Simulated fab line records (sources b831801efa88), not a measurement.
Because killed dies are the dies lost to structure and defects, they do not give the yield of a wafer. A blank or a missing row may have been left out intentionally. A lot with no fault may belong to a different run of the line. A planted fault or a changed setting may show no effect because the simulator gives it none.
A struck lot beside a sound one    flow sfqLine    14 out of 325 route steps
Sound: wafers L375.2, L375.5, L375.6. The struck wafers were L372.2, L372.5, L372.6. At the end, the cause is stated.
Each step with rows lists, per side, the tool, then ch with its chambers, then its first start. Under that, the readings that differ: sound wafers    struck wafers    difference of the means    sigmas: that difference in standard deviations of wafers without a fault.
alike: words and numbers the same on both sides, and readings whose means are apart by under 2 such deviations; not compared: readings that were withheld, readings missing a value for some wafer, numbers with overlapping values and no deviation given by the record, and bounds like >300 which may hide the same value.
Wherever a step has rows on one side only, a row that says differs or no value, or a row with sigmas, the two part there. When numbers do not overlap yet have no deviation, they are printed without sigmas and do not part them. A reading missing from all wafers of one side parts the sides only when that side holds two or more wafers.

SFQ_TRILAYER_M1_BARC_OPEN_METAL_ETCH_054: etches BARC in O2, target depth 125 nm, time 41.7 s.
  sound on rieMetal-03 ch 0,1, day 18 20:58; struck on rieMetal-03 ch 0,1, day 17 14:58
  alike: drypumpMotorCurrentA, oesProductAu
  not compared: rfHoursCounterH
SFQ_TRILAYER_M1_ETCH_METAL_ETCH_042: etches Nb in Cl2/Ar, stops on SiO2, target depth 240 nm, time 120 s.
  sound on rieMetal-03 ch 0,1, day 18 21:02; struck on rieMetal-03 ch 0,1, day 17 15:02
  alike: drypumpMotorCurrentA, oesProductAu
  not compared: rfHoursCounterH
SFQ_TRILAYER_M1_STRIP_STRIP_043: strips in O2.
  sound on rieMetal-03 ch 0,1, day 18 21:09; struck on rieMetal-03 ch 0,1, day 17 15:09
  alike: drypumpMotorCurrentA, oesProductAu, platenTempC
  not compared: rfHoursCounterH
then, 1 step without rows for these wafers: SFQ_TRILAYER_M1_STRIP_SOLV_CLEAN_044 (cleans in NMP, time 600 s).
SFQ_TRILAYER_I1_DEP_PECVD_045: deposits SiO2 from SiH4/N2O, time 111.11 s, target thk 500 nm.
  sound on pecvd-03 ch 0,1,2, day 18 21:56; struck on pecvd-04 ch 0,2, day 17 15:56
  alike: heaterPowerOuterW, heaterPowerW, throttleValvePct
SFQ_TRILAYER_I1_CMP_CMP_046: polishes SiO2.
  sound on cmp-01 ch 0,2,3, day 18 23:36; struck on cmp-01 ch 0,3, day 17 20:06
  alike: edgeZonePressureFrac, motorCurrentA, platenRpm, retainingRingPressureFrac, timeToEndpointS
SFQ_I1_BOW_MEAS_912:
  struck on filmMetro-01, day 17 22:37; sound on filmMetro-04, day 19 01:37
  alike: I1_BOW
then, 5 steps without rows for these wafers: SFQ_TRILAYER_I1_METRO_MEASURE_047; SFQ_TRILAYER_I1_VIA_LITHO_COAT_054 (resist thk 62 nm); SFQ_TRILAYER_I1_VIA_LITHO_COAT_049 (resist thk 650 nm); SFQ_TRILAYER_I1_VIA_LITHO_SOFTBAKE_053; SFQ_TRILAYER_I1_VIA_LITHO_EXPOSE_050 (exposes mask I1, target cd 500 nm).
-- the record jumps here: 4 days lie between the struck wafers' starts before and after --
SFQ_TRILAYER_I1_VIA_LITHO_PEB_052: peb time 60 s.
  sound on lithoTrack-03 ch 0, day 22 23:52; struck on lithoTrack-02, day 21 20:16
  no value came back on the struck wafers for chillPlateTempC (C), exhaustPa (Pa); on the sound wafers chillPlateTempC (C) reads 23.12 23.04 23.00
then, 1 step without rows for these wafers: SFQ_TRILAYER_I1_VIA_LITHO_DEVELOP_051 (time 60 s).

WHERE THEY PART
Only at SFQ_TRILAYER_I1_VIA_LITHO_PEB_052, within this record.

WHY: what had been put in by the simulator
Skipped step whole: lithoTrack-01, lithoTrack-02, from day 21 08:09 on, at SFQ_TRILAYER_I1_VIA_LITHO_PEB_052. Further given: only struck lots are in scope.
